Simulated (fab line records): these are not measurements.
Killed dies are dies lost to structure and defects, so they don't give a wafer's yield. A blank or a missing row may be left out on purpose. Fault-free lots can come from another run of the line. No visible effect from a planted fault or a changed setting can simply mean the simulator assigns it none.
Chamber matching	flow gf180mcu	4 sister chambers for GF_CONTACT_CMP_27 on cmp-01
The step polishes, stops on SiO2, t overpolish 15 s, target thk 0 nm. 8 wafers are shown with their chamber, then 6 later ones without.

WAFERS, EACH WITH ITS CHAMBER
wafer	chamber	motor_current_A (A)	time_to_endpoint_s (s)
L926.1	1	10.8	74
L927.1	2	12.0	74
L927.4	3	10.5	75
L934.1	2	12.3	73
L934.3	3	10.5	72
L934.6	0	9.4	67
L935.2	0	9.8	71
L935.5	1	11.0	76

WAFERS WITHOUT THEIR CHAMBER
wafer	motor_current_A (A)	time_to_endpoint_s (s)
L935.6	9.5	72
L942.1	10.9	69
L942.4	13.2	66
L943.3	10.6	73
L943.5	12.5	72
L943.6	11.9	75

WHICH CHAMBER EACH WENT THROUGH
wafer	from the rows above	in truth
L935.6	0	0
L942.1	can't be placed: 1 or 3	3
L942.4	2	2
L943.3	can't be placed: 3 or 1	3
L943.5	2	2
L943.6	2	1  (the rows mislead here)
Correctly placed: 3 of 6. Unplaceable from these rows: 2, with the true chamber sitting among the candidates in 2. Wrongly placed: 1.
How it was worked out, from the rows above alone: a wafer's distance from a chamber is the root of the sum, over the readings, of the square of ((its reading less the chamber's mean) divided by the reading's scatter). If the next closest chamber is less than 2 further off than the closest, the wafer can't be placed; otherwise it belongs to the closest. Each chamber's mean is taken over the wafers shown for it. How the scatter is found: for the shown wafers, subtract from each reading the mean of its chamber, square and add these, divide the total by (wafers less chambers), then take the root.
